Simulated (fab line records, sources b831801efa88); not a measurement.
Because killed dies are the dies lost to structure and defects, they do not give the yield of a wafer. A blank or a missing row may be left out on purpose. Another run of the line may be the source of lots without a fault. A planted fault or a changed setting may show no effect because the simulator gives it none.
Struck lot and sound lot, side by side -- flow sky130 -- 28 steps out of a route of 708
Sound: wafers L579.2, L579.4, L579.5. Struck: wafers L578.1, L578.4, L578.5. The cause comes at the end.
At each step with rows: each side's tool, then ch and its chambers, then its first start. Under that, the readings that differ: sound wafers -- struck wafers -- difference of the means -- sigmas: that difference in standard deviations of wafers without a fault.
alike: readings whose means differ by less than 2 such deviations, and words and numbers that are the same on both sides. not compared: withheld readings, readings that some wafer has no value for, bounds like >300 that may hide the same value, and numbers for which the record gives no deviation and whose values overlap.
Wherever a step has rows on one side only, a row that says differs or no value, or a row with sigmas, the two part there. Numbers that have no deviation but don't overlap get no sigmas and don't part them. A reading missing from all wafers of one side parts the sides only when that side holds two or more wafers.

first, 1 step without rows for these wafers: SKY_DNWELL_IMPLANT_07.
SKY_DNWELL_STRIP_08: strips in O2/N2.
  sound on plasma-asher-01 ch 0,1, day 8 07:50; struck on plasma-asher-04 ch 1, day 8 03:32
  alike: chamber-pressure-mTorr, drypump-motor-current-A, oes-product-au, strip-time-to-endpoint-s
  not compared: rf-hours-counter-h
SKY_DNWELL_TW_MEAS_09:
  sound on film-metro-02 at day 8 07:57; struck on film-metro-04 at day 8 03:38
  alike: DNWELL_TW
then, 7 steps without rows for these wafers: SKY_PWDE_DEHYDRATE_00 (time 60 s); SKY_PWDE_HMDS_01 (prime time 60 s); SKY_PWDE_COAT_02 (resist thk 3000 nm); SKY_PWDE_SOFTBAKE_03; SKY_PWDE_EXPOSE_04 (exposes mask PWDEM, target cd 840 nm); SKY_PWDE_PEB_05; SKY_PWDE_DEVELOP_06 (develop time 60 s).
SKY_PWDE_OVL_MEAS_07:
  sound on overlay-02 at day 9 04:50; struck on overlay-02 at day 8 23:58
  alike: PWDE_OVL
then, 1 step without rows for these wafers: SKY_PWDE_IMPLANT_08.
SKY_PWDE_STRIP_09: strips in O2/N2.
  sound on plasma-asher-02 ch 0,1, day 9 05:01; struck on plasma-asher-04 ch 0,1, day 9 00:08
  no value came back on the struck wafers for chamber-pressure-mTorr (mTorr), drypump-motor-current-A (A), oes-product-au (a.u.), strip-time-to-endpoint-s (s); on the sound wafers chamber-pressure-mTorr (mTorr) reads 1500.9 1498.9 1501.9
reading,sound,struck,difference,sigmas
model.coat_of_PWDE_COAT_02.thk-nm (nm),0 0 0,2990 2993 2999,+2994,
  not compared: rf-hours-counter-h
SKY_PWDE_TW_MEAS_10:
  sound on film-metro-02 at day 9 05:08; struck on film-metro-03 at day 9 00:14
  alike: PWDE_TW
then, 7 steps without rows for these wafers: SKY_NWELL_DEHYDRATE_03 (time 60 s); SKY_NWELL_HMDS_04 (prime time 60 s); SKY_NWELL_COAT_05 (resist thk 3000 nm); SKY_NWELL_SOFTBAKE_06; SKY_NWELL_EXPOSE_07 (exposes mask NWM, target cd 840 nm); SKY_NWELL_PEB_08; SKY_NWELL_DEVELOP_09 (develop time 60 s).
SKY_NWELL_OVL_MEAS_10:
  sound on overlay-02 at day 10 02:59; struck on overlay-02 at day 9 21:43
reading,sound,struck,difference,sigmas
NWELL_00_OVL (nm),2.2 3.1 2.9,-3.8 -6.3 -4.4,-7.6,-3
then, 3 steps without rows for these wafers: SKY_NWELL_IMPLANT_11; SKY_NWELL_IMPLANT_12; SKY_NWELL_IMPLANT_13.
SKY_NWELL_STRIP_14: strips in O2/N2.
  sound on plasma-asher-03 ch 0,1, day 10 03:28; struck on plasma-asher-02 ch 0,1, day 9 22:11
reading,sound,struck,difference,sigmas
oes-product-au (a.u.),0.724 0.719 0.716,0.739 0.740 0.742,+0.021,+5
strip-time-to-endpoint-s (s),36.73 36.84 36.88,81.02 81.10 81.11,+44.26,+99 or more
  alike: chamber-pressure-mTorr, drypump-motor-current-A
  not compared: rf-hours-counter-h
SKY_NWELL_TW_MEAS_15:
  sound on film-metro-02 at day 10 03:35; struck on film-metro-04 at day 9 22:17
reading,sound,struck,difference,sigmas
NWELL_TW,1812 1811 1812,30 30 30,-1782,-99 or more
then, 1 step without rows for these wafers: SKY_NWELL_DEHYDRATE_16 (time 60 s).

WHERE THEY PART
Earliest at SKY_PWDE_STRIP_09; latest, in this record, at SKY_NWELL_TW_MEAS_15.

WHY: whatever the simulator had introduced
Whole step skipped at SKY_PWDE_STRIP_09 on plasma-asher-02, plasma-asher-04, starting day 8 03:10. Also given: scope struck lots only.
